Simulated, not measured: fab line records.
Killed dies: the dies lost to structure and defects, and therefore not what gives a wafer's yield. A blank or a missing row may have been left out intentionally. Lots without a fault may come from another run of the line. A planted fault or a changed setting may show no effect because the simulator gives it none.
fab line records ; flow gf180mcu
record lots=13; wafers=39; last-day=34
route steps=602 shown HV_LDD@210 M2@377 M3@410 V3@430
lots that met no fault: from a run of the same line without faults
start-h: the number of hours between the record's first day and the start of the first shown wafer of the lot ; wait-h: hours from the lot's prior step to this one ; " as in the row above ; L1.1+2: a row that stands for several wafers ; - no value, or no start was given ; * or withheld: withheld ; < > ~ a bound
route shown NAME@n: a module of which the file shows steps, and the number in the route of the first ; usual: mean/standard deviation of fault-free wafers ; same: alike in all rows ; chamber/n: place in a boat ; sites: readings site by site ; _std_site: how widely they spread, as a standard deviation ; _edge_site: outer sites' mean less inner sites' ; radius-mm: how far each site lies from the wafer's centre ; mask NAME#n: copy n ; behind: the tool/chamber that last shaped the wafer ; hold: the reason the lot was held/the length of the hold in hours/how it ended ; device: the n, p or np transistor that did not switch ; end of line: the same wafers' tests at the end of the route ; a step with no rows: only its recipe ; killed: at the first sort, the dies lost to defects and structure; wafer yield is something else ; map: a wafer's dies, marking killed ones x, the rest . and places with no die _
set.NAME: the setting the step ran with; set.NAME@STEP: the setting that earlier step ran with ; model.NAME: the simulator's own value behind a step, which no gauge read
one table for each step of the route and one row for each wafer, over a sample of lots
services: a tool's chamber out of use, with start hour (start-h, from the record's first day; less than 0 if before it), hours out, and reason
## steps
# step GF_HV_LDD_IMPLANT_34
# recipe species=P; energy-kev=60; dose-cm2=7.5e+12; tilt-deg=30; rotation-deg=90
# usual dose-ions-cm2=7.499e+12/7.8e+09; faraday-current-uA=42.3/0.75
lot.wafer;tool;chamber;start-h;wait-h;dose-ions-cm2;faraday-current-uA
L929.1;implanter-02;0;259.89;0.1;7.486e+12;42.9
L929.2;implanter-02;0;259.89;0.1;7.481e+12;42.1
L929.5;implanter-02;0;259.89;0.1;7.495e+12;43.1
L930.2;implanter-02;0;266.21;0.1;7.497e+12;43.1
L930.3;implanter-02;0;266.21;0.1;7.496e+12;43.4
L930.4;implanter-02;0;266.21;0.1;7.503e+12;42.0
L931.1;implanter-02;0;274.04;0.1;7.501e+12;42.8
L931.3;implanter-02;0;274.04;0.1;7.509e+12;41.8
L931.5;implanter-02;0;274.04;0.1;7.5e+12;42.8
L933.3;implanter-02;0;288.79;0.1;7.504e+12;42.5
L933.5;implanter-02;0;288.79;0.1;7.502e+12;41.7
L933.6;implanter-02;0;288.79;0.1;7.505e+12;42.1
L937.1;implanter-03;0;316.64;0.1;7.499e+12;42.6
L937.2;implanter-03;0;316.64;0.1;7.486e+12;41.8
L937.5;implanter-03;0;316.64;0.1;7.504e+12;43.0
L938.4;implanter-02;0;320.62;0.1;7.495e+12;42.2
L938.5;implanter-02;0;320.62;0.1;7.5e+12;43.7
L938.6;implanter-02;0;320.62;0.1;7.509e+12;41.6
L941.1;implanter-02;0;346.79;0.1;7.491e+12;43.9
L941.3;implanter-02;0;346.79;0.1;7.496e+12;42.0
L941.4;implanter-02;0;346.79;0.1;7.494e+12;42.6
L942.2;implanter-02;0;354.32;0.1;8.75e+12;47.6
L942.4;implanter-02;0;354.32;0.1;8.752e+12;50.3
L942.6;implanter-02;0;354.32;0.1;8.762e+12;49.1
L943.1;implanter-02;0;363.83;0.1;8.763e+12;50.1
L943.4;implanter-02;0;363.83;0.1;8.771e+12;49.6
L943.6;implanter-02;0;363.83;0.1;8.775e+12;49.8
L944.2;implanter-02;0;374.73;0.1;8.776e+12;50.3
L944.3;implanter-02;0;374.73;0.1;8.754e+12;49.5
L944.4;implanter-02;0;374.73;0.1;8.768e+12;48.5
L946.3;implanter-04;0;388.69;0.1;7.501e+12;41.4
L946.5;implanter-04;0;388.69;0.1;7.514e+12;43.7
L946.6;implanter-04;0;388.69;0.1;7.503e+12;43.3
L951.1;implanter-04;0;437.14;0.1;7.493e+12;42.7
L951.4;implanter-04;0;437.14;0.1;7.486e+12;41.1
L951.6;implanter-04;0;437.14;0.1;7.491e+12;42.1
L952.2;implanter-03;0;440.56;0.1;7.491e+12;43.2
L952.5;implanter-03;0;440.56;0.1;7.495e+12;42.0
L952.6;implanter-03;0;440.56;0.1;7.494e+12;43.6
# step GF_HV_LDD_RS_MEAS_53
# recipe thk-meas-gauge=four-point-probe
# usual HV_LDD_RS=418.6/0.85
lot.wafer;tool;chamber;start-h;wait-h;HV_LDD_RS[ohm/sq]
L929.1;film-metro-03;-;280.16;0.1;418.3
L929.2;film-metro-03;-;280.16;0.1;417.7
L929.5;film-metro-03;-;280.16;0.1;417.9
L930.2;film-metro-03;-;286.94;0.1;419.8
L930.3;film-metro-03;-;286.94;0.1;418.4
L930.4;film-metro-03;-;286.94;0.1;420.4
L931.1;film-metro-04;-;294.97;0.1;417.6
L931.3;film-metro-04;-;294.97;0.1;417.9
L931.5;film-metro-04;-;294.97;0.1;418.9
L933.3;film-metro-04;-;309.98;0.1;418.2
L933.5;film-metro-04;-;309.98;0.1;419.8
L933.6;film-metro-04;-;309.98;0.1;418.9
L937.1;film-metro-03;-;338.26;0.1;418.0
L937.2;film-metro-03;-;338.26;0.1;417.6
L937.5;film-metro-03;-;338.26;0.1;417.7
L938.4;film-metro-02;-;343.18;0.1;417.5
L938.5;film-metro-02;-;343.18;0.1;418.2
L938.6;film-metro-02;-;343.18;0.1;419.1
L941.1;film-metro-02;-;369.38;0.1;418.4
L941.3;film-metro-02;-;369.38;0.1;418.9
L941.4;film-metro-02;-;369.38;0.1;418.0
L942.2;film-metro-02;-;377.89;0.1;414.2
L942.4;film-metro-02;-;377.89;0.1;415.2
L942.6;film-metro-02;-;377.89;0.1;414.2
L943.1;film-metro-02;-;387.62;0.1;414.3
L943.4;film-metro-02;-;387.62;0.1;415.3
L943.6;film-metro-02;-;387.62;0.1;414.4
L944.2;film-metro-02;-;399.34;0.1;415.1
L944.3;film-metro-02;-;399.34;0.1;413.6
L944.4;film-metro-02;-;399.34;0.1;415.3
L946.3;film-metro-03;-;412.86;0.1;419.6
L946.5;film-metro-03;-;412.86;0.1;418.9
L946.6;film-metro-03;-;412.86;0.1;419.4
L951.1;film-metro-02;-;462.57;0.1;418.5
L951.4;film-metro-02;-;462.57;0.1;418.3
L951.6;film-metro-02;-;462.57;0.1;419.0
L952.2;film-metro-04;-;466.03;0.1;418.4
L952.5;film-metro-04;-;466.03;0.1;418.8
L952.6;film-metro-04;-;466.03;0.1;419.8
# step GF_M2_OVL_MEAS_15
# usual M2_OVL=1/5.9
lot.wafer;tool;chamber;start-h;wait-h;M2_OVL[nm]
L929.1;overlay-01;-;445.05;0.1;-2
L929.2;overlay-01;-;445.05;0.1;1
L929.5;overlay-01;-;445.05;0.1;-7
L930.2;overlay-01;-;453.43;0.1;-1
L930.3;overlay-01;-;453.43;0.1;-2
L930.4;overlay-01;-;453.43;0.1;5
L931.1;overlay-02;-;463.30;0.1;0
L931.3;overlay-02;-;463.30;0.1;-3
L931.5;overlay-02;-;463.30;0.1;-2
L933.3;overlay-01;-;483.02;0.1;-10
L933.5;overlay-01;-;483.02;0.1;-6
L933.6;overlay-01;-;483.02;0.1;-2
L937.1;overlay-02;-;512.60;0.1;-4
L937.2;overlay-02;-;512.60;0.1;-9
L937.5;overlay-02;-;512.60;0.1;1
L938.4;overlay-02;-;515.87;0.1;-3
L938.5;overlay-02;-;515.87;0.1;1
L938.6;overlay-02;-;515.87;0.1;-2
L941.1;overlay-01;-;544.77;0.1;6
L941.3;overlay-01;-;544.77;0.1;6
L941.4;overlay-01;-;544.77;0.1;3
L942.2;overlay-01;-;552.88;0.1;4
L942.4;overlay-01;-;552.88;0.1;6
L942.6;overlay-01;-;552.88;0.1;1
L943.1;overlay-02;-;562.20;0.1;7
L943.4;overlay-02;-;562.20;0.1;0
L943.6;overlay-02;-;562.20;0.1;10
L944.2;overlay-02;-;573.55;0.1;-2
L944.3;overlay-02;-;573.55;0.1;-7
L944.4;overlay-02;-;573.55;0.1;2
L946.3;overlay-01;-;586.38;0.1;7
L946.5;overlay-01;-;586.38;0.1;12
L946.6;overlay-01;-;586.38;0.1;6
L951.1;overlay-02;-;629.80;0.1;-4
L951.4;overlay-02;-;629.80;0.1;7
L951.6;overlay-02;-;629.80;0.1;8
L952.2;overlay-02;-;631.73;0.1;1
L952.5;overlay-02;-;631.73;0.1;0
L952.6;overlay-02;-;631.73;0.1;-7
# step GF_M3_SPUTTER_01
# recipe material=TiN; target-thk-nm=30; power-w=6500; time-s=25; chamber-pressure-pa=0.4
# usual chamber-pressure-pa=0.4000/0.00077; throttle-valve-pct=30.3/0.96
lot.wafer;tool;chamber;start-h;wait-h;chamber-pressure-pa;throttle-valve-pct
L929.1;pvd-sputter-02;-;472.76;0.1;0.3996;29.5
L929.2;pvd-sputter-02;-;472.76;0.1;0.4006;30.7
L929.5;pvd-sputter-02;-;472.76;0.1;0.3987;30.9
L930.2;pvd-sputter-01;-;481.59;0.1;0.4005;31.5
L930.3;pvd-sputter-01;-;481.59;0.1;0.3991;28.1
L930.4;pvd-sputter-01;-;481.59;0.1;0.3991;31.6
L931.1;pvd-sputter-01;-;491.02;0.1;0.4000;31.4
L931.3;pvd-sputter-01;-;491.02;0.1;0.3991;29.6
L931.5;pvd-sputter-01;-;491.02;0.1;0.4001;29.4
L933.3;pvd-sputter-01;-;509.57;0.1;0.3992;28.3
L933.5;pvd-sputter-01;-;509.57;0.1;0.4015;31.5
L933.6;pvd-sputter-01;-;509.57;0.1;0.4000;29.4
L937.1;pvd-sputter-02;-;538.79;0.1;0.4007;30.8
L937.2;pvd-sputter-02;-;538.79;0.1;0.4014;29.7
L937.5;pvd-sputter-02;-;538.79;0.1;0.3999;30.7
L938.4;pvd-sputter-01;-;541.72;0.1;0.4000;31.5
L938.5;pvd-sputter-01;-;541.72;0.1;0.4011;28.3
L938.6;pvd-sputter-01;-;541.72;0.1;0.3991;31.6
L941.1;pvd-sputter-02;-;569.80;0.1;0.3993;29.9
L941.3;pvd-sputter-02;-;569.80;0.1;0.3993;30.7
L941.4;pvd-sputter-02;-;569.80;0.1;0.4005;29.7
L942.2;pvd-sputter-03;-;577.39;0.1;0.3999;29.6
L942.4;pvd-sputter-03;-;577.39;0.1;0.3985;31.5
L942.6;pvd-sputter-03;-;577.39;0.1;0.3997;31.4
L943.1;pvd-sputter-02;-;587.09;0.1;0.4004;29.8
L943.4;pvd-sputter-02;-;587.09;0.1;0.4007;29.9
L943.6;pvd-sputter-02;-;587.09;0.1;0.3986;30.7
L944.2;pvd-sputter-02;-;598.77;0.1;0.3999;29.6
L944.3;pvd-sputter-02;-;598.77;0.1;0.3991;29.5
L944.4;pvd-sputter-02;-;598.77;0.1;0.4001;30.6
L946.3;pvd-sputter-02;-;610.18;0.1;0.4010;29.4
L946.5;pvd-sputter-02;-;610.18;0.1;0.4003;30.7
L946.6;pvd-sputter-02;-;610.18;0.1;0.3986;30.6
L951.1;pvd-sputter-01;-;652.94;0.1;0.3989;28.3
L951.4;pvd-sputter-01;-;652.94;0.1;0.4006;31.4
L951.6;pvd-sputter-01;-;652.94;0.1;0.4005;31.7
L952.2;pvd-sputter-03;-;654.86;0.1;0.3996;29.7
L952.5;pvd-sputter-03;-;654.86;0.1;0.3995;29.5
L952.6;pvd-sputter-03;-;654.86;0.1;0.3995;30.4
# step GF_V3_THK_MEAS_01
# recipe reads=SiO2_of_V3_CVD_00
# usual V3_CVD_00_THK=600/5.9
lot.wafer;tool;chamber;start-h;wait-h;V3_CVD_00_THK[nm]
L929.1;film-metro-01;-;497.89;0.0;593
L929.2;film-metro-01;-;497.89;0.0;591
L929.5;film-metro-01;-;497.89;0.0;594
L930.2;film-metro-01;-;507.09;0.0;611
L930.3;film-metro-01;-;507.09;0.0;597
L930.4;film-metro-01;-;507.09;0.0;600
L931.1;film-metro-01;-;515.87;0.0;596
L931.3;film-metro-01;-;515.87;0.0;608
L931.5;film-metro-01;-;515.87;0.0;600
L933.3;film-metro-02;-;533.61;0.1;600
L933.5;film-metro-02;-;533.61;0.1;596
L933.6;film-metro-02;-;533.61;0.1;601
L937.1;film-metro-02;-;561.83;0.0;602
L937.2;film-metro-02;-;561.83;0.0;599
L937.5;film-metro-02;-;561.83;0.0;595
L938.4;film-metro-03;-;565.03;0.0;600
L938.5;film-metro-03;-;565.03;0.0;603
L938.6;film-metro-03;-;565.03;0.0;607
L941.1;film-metro-02;-;592.29;0.0;606
L941.3;film-metro-02;-;592.29;0.0;600
L941.4;film-metro-02;-;592.29;0.0;594
L942.2;film-metro-01;-;599.38;0.0;602
L942.4;film-metro-01;-;599.38;0.0;590
L942.6;film-metro-01;-;599.38;0.0;592
L943.1;film-metro-03;-;609.22;0.0;606
L943.4;film-metro-03;-;609.22;0.0;609
L943.6;film-metro-03;-;609.22;0.0;601
L944.2;film-metro-02;-;620.70;0.0;600
L944.3;film-metro-02;-;620.70;0.0;602
L944.4;film-metro-02;-;620.70;0.0;600
L946.3;film-metro-02;-;631.71;0.1;595
L946.5;film-metro-02;-;631.71;0.1;594
L946.6;film-metro-02;-;631.71;0.1;596
L951.1;film-metro-01;-;673.62;0.0;599
L951.4;film-metro-01;-;673.62;0.0;605
L951.6;film-metro-01;-;673.62;0.0;598
L952.2;film-metro-03;-;675.56;0.0;598
L952.5;film-metro-03;-;675.56;0.0;593
L952.6;film-metro-03;-;675.56;0.0;601
## services
tool;chamber;start-h;hours;kind
pvd-sputter-01;-;272.98;10.1;repair
pvd-sputter-03;-;297.80;9.8;repair
pvd-sputter-01;-;303.14;10.4;repair
pvd-sputter-02;-;305.26;2.0;repair
implanter-03;-;336.41;3.3;repair
pvd-sputter-02;-;356.47;1.5;repair
implanter-03;-;357.60;1.8;repair
implanter-04;-;389.88;2.9;repair
pvd-sputter-03;-;394.08;0.8;repair
implanter-04;-;396.34;3.8;pm
pvd-sputter-03;-;408.94;3.6;repair
implanter-02;-;410.59;5.2;repair
pvd-sputter-02;-;418.40;2.2;repair
implanter-03;-;444.46;0.6;repair
implanter-03;-;485.52;6.0;repair
implanter-03;-;494.44;1.1;repair
implanter-03;-;515.44;3.2;repair
pvd-sputter-02;-;520.89;0.6;repair
pvd-sputter-03;-;539.47;9.2;repair
implanter-02;-;549.50;1.2;repair
implanter-03;-;560.33;0.6;repair
pvd-sputter-02;-;577.15;8.9;repair
implanter-02;-;589.49;3.7;pm
implanter-04;-;592.93;15.9;pm
## key
first-sign step=GF_HV_LDD_IMPLANT_34; reading=dose-ions-cm2; direction=up; sigmas=99+; usual=7.499e+12; struck=8.764e+12
effect step=GF_HV_LDD_IMPLANT_34; reading=faraday-current-uA; direction=up; sigmas=9.5; usual=42.3; struck=49.4
effect step=GF_HV_LDD_RS_MEAS_53; reading=HV_LDD_RS; direction=down; sigmas=4.7; usual=418.6; struck=414.6
met-at GF_HV_LDD_IMPLANT_34
struck-lots L942,L943,L944
tester-left-out L942,L943,L944
not-acting-at GF_M2_OVL_MEAS_15,GF_M3_SPUTTER_01,GF_V3_THK_MEAS_01
onset-between 346.79 354.32
fault kind=process-parameter-drift; tool=implanter-02; chamber=-; onset-h=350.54; steps=GF_HV_LDD_IMPLANT_34; channel=dose-cm2; offset=1.2622e+12; shape=step; end-h=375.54; acts-in=these-recipes-only; stated=7.5e+12
# tester-left-out: of these lots the tester's yield and bins aren't shown, on N5 and GAA mostly nor the transistor test; their killed dies are dies lost to structure and defects alone, not to doping, threshold or leakage, so they don't give the yield
